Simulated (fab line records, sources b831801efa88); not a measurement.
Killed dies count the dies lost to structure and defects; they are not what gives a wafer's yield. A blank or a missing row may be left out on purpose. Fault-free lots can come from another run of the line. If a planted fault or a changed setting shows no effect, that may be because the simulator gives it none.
The same fault as seen by 2 desks ; flow sky130 ; what lay behind the numbers comes last; until then each desk has only its own

## DESK OF THE TOOL OWNER: furnace-01
The tool's own readings at SKY_POLY_GATE_OXIDATION_20 (stabilise 600 s, purge 300 s, target thk 4 nm): means of the sampled wafers that have a number, for each lot that ran on this tool. Any lot whose mean is over 4 standard deviations away from the usual mean is out of limits and marked OUT; that distance is given in the brackets.
Columns: A = spike tc centre C at SKY_POLY_GATE_OXIDATION_20, usual 850.7 C; B = spike tc lower C at SKY_POLY_GATE_OXIDATION_20, usual 850.5 C; C = spike tc top C at SKY_POLY_GATE_OXIDATION_20, usual 862.1 C; D = spike tc upper C at SKY_POLY_GATE_OXIDATION_20, usual 850.4 C; E = tube center temp C at SKY_POLY_GATE_OXIDATION_20, usual 850 C; F = tube_center_temp_C_max at SKY_POLY_GATE_OXIDATION_20, usual 852.2
lot;first seen here;A;B;C;D;E;F
L268;day 17 09:05;851.6;849.7;863.1;850.9;850;852.2
L271;day 18 18:45;850.4;850.2;863.5;849.9;850;851.9
L272;day 19 02:46;849.8;850.7;863.5;850.3;850;852.1
L281;day 22 08:06;862.9 (+10) OUT;862.5 (+11) OUT;875.1 (+8.1) OUT;862.5 (+11) OUT;862 (+99 or more) OUT;863.7 (+34) OUT
L282;day 22 10:40;864.1 (+11) OUT;861.9 (+10) OUT;875.4 (+8.3) OUT;861.4 (+10) OUT;862 (+99 or more) OUT;864.1 (+35) OUT
L283;day 23 13:37;863.4 (+11) OUT;861.2 (+9.8) OUT;875.4 (+8.3) OUT;860.6 (+9.3) OUT;862 (+99 or more) OUT;863.9 (+34) OUT
This desk's verdict: out of limits on L281, L282, L283, starting with L281 at day 22 08:06 (spike tc centre C at SKY_POLY_GATE_OXIDATION_20). Within limits: L268, L271, L272.

## THE METROLOGY DESK
Lot by lot, what the gauges showed, no matter which tool ran the lot: averages of those sampled wafers that carry a number. Any lot whose mean is over 4 standard deviations away from the usual mean is out of limits and marked OUT; that distance is given in the brackets.
Columns: A = cd nm at SKY_POLY_GATE_CD_MEAS_13, usual 149.9 nm; B = POLY_GATE_OXIDATION_THK at SKY_POLY_GATE_THK_MEAS_21, usual 3.97 nm
lot;first seen here;A;B
L268;day 17 06:29;151.5;4.04
L270;day 17 19:54;148.6;4.02
L271;day 18 15:26;149.7;4.03
L272;day 19 02:14;150.4;3.87
L274;day 19 14:41;148.9;3.98
L281;day 22 07:34;148.5;4.62 (+8.5) OUT
L282;day 22 10:10;149.8;4.52 (+7.1) OUT
L283;day 23 13:05;150.8;4.60 (+8.2) OUT
L284;day 23 15:06;148.2;4.05
L286;day 23 23:30;150.0;3.97
L288;day 24 14:34;148.7;3.88
This desk reports L281, L282, L283 out of limits; the earliest was L281 at day 22 09:21 (POLY_GATE_OXIDATION_THK at SKY_POLY_GATE_THK_MEAS_21). Within limits: L268, L270, L271, L272, L274, L284, L286, L288.

## TAKEN TOGETHER
On L281, L282, L283, at day 22 08:06, an alarm was possible from the tool owner's desk.
An alarm was possible from the metrology desk at day 22 09:21, on L281, L282, L283.
All the named lots went through SKY_POLY_GATE_OXIDATION_20 on furnace-01.

## WHAT WAS PUT IN BY THE SIMULATOR
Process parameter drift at SKY_POLY_GATE_OXIDATION_20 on furnace-01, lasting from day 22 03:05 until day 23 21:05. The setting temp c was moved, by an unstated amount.
Lots struck among those shown: L281, L282, L283.
Fault start to first reading out of limits, in hours, per desk: tool owner, 5; metrology, 6.
